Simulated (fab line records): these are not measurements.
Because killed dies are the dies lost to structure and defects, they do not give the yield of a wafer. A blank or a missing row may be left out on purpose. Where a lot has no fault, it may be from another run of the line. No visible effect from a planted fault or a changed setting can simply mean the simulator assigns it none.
Check of tool commonality ; flow sky130 ; 45 wafers sampled across 12 lots

== THE REASON FOR OPENING IT ==
3 of 12 lots carry a flag on the reading NWELL_2_TW at SKY_NWELL_TW_MEAS_26. Fault-free wafers read 496, with a standard deviation of 5.6.
Rule: a lot gets a flag if all its wafers with a number sit over 4 standard deviations from that mean, or if no wafer of it has a number. The other lots count as sound.

lot;measured;on;NWELL_2_TW, wafer by wafer;flag
L983;day 5 14:14;film_metro-04;499 497 497;
L989;day 7 01:49;film_metro-04;501 501 503;
L990;day 7 08:40;film_metro-01;485 487 486;
L991;day 7 17:46;film_metro-04;503 500 502;
L992;day 7 18:01;film_metro-04;504 505 503;
L998;day 9 13:41;film_metro-03;548 550 546 549 548 548;FLAGGED
L999;day 9 20:05;film_metro-03;549 547 549 547 550 551;FLAGGED
L100;day 9 21:01;film_metro-04;558 553 559 554 558 559;FLAGGED
L102;day 10 09:41;film_metro-03;493 498 495;
L103;day 10 14:38;film_metro-03;494 493 493;
L104;day 10 21:56;film_metro-01;485 486 485;
L105;day 11 05:47;film_metro-03;498 492 494;
The mean of the flagged lots' numbers is 551, +55 from the usual (+10 standard deviations).

== WHICH TOOL EACH LOT WENT THROUGH ==
The record holds 1 process step before the reading, out of a route of 708 steps. Read each cell as the tool, then ch plus the chambers that the sampled wafers visited, then the start.
lot;flag;SKY_PWDE_COAT_02
L983;;litho_track-01 ch 0, day 3 18:22
L989;;litho_track-01 ch 0, day 5 03:40
L990;;litho_track-01 ch 0, day 5 10:57
L991;;litho_track-02 ch 0, day 5 16:59
L992;;litho_track-02 ch 0, day 5 17:43
L998;FLAGGED;litho_track-04, day 7 09:20
L999;FLAGGED;litho_track-02, day 7 14:02
L100;FLAGGED;litho_track-02, day 7 14:41
L102;;litho_track-04 ch 0, day 8 01:31
L103;;litho_track-01 ch 0, day 8 07:25
L104;;litho_track-01 ch 0, day 8 12:24
L105;;litho_track-04 ch 0, day 8 20:26
These steps, and what they do:
- SKY_PWDE_COAT_02: resist thk 3000 nm.
- SKY_NWELL_TW_MEAS_26

== FLAGGED AGAINST TOTAL, ONE TOOL AT A TIME (gauges that did the reading follow at the end) ==
step;tool;lots run;flagged;share of the flagged lots;sound lots run after its first flagged lot
SKY_PWDE_COAT_02;litho_track-01;5;0;none;-
SKY_PWDE_COAT_02;litho_track-02;4;2;some;0
SKY_PWDE_COAT_02;litho_track-04;3;1;some;2 (L102,L105)
SKY_NWELL_TW_MEAS_26;film_metro-01;2;0;none;-
SKY_NWELL_TW_MEAS_26;film_metro-03;5;2;some;3 (L102,L103,L105)
SKY_NWELL_TW_MEAS_26;film_metro-04;5;1;some;0

== THE TABLE: WHAT IT ALLOWS ==
No row of the table ran every flagged lot.

== WHAT THE SIMULATOR PUT IN ==
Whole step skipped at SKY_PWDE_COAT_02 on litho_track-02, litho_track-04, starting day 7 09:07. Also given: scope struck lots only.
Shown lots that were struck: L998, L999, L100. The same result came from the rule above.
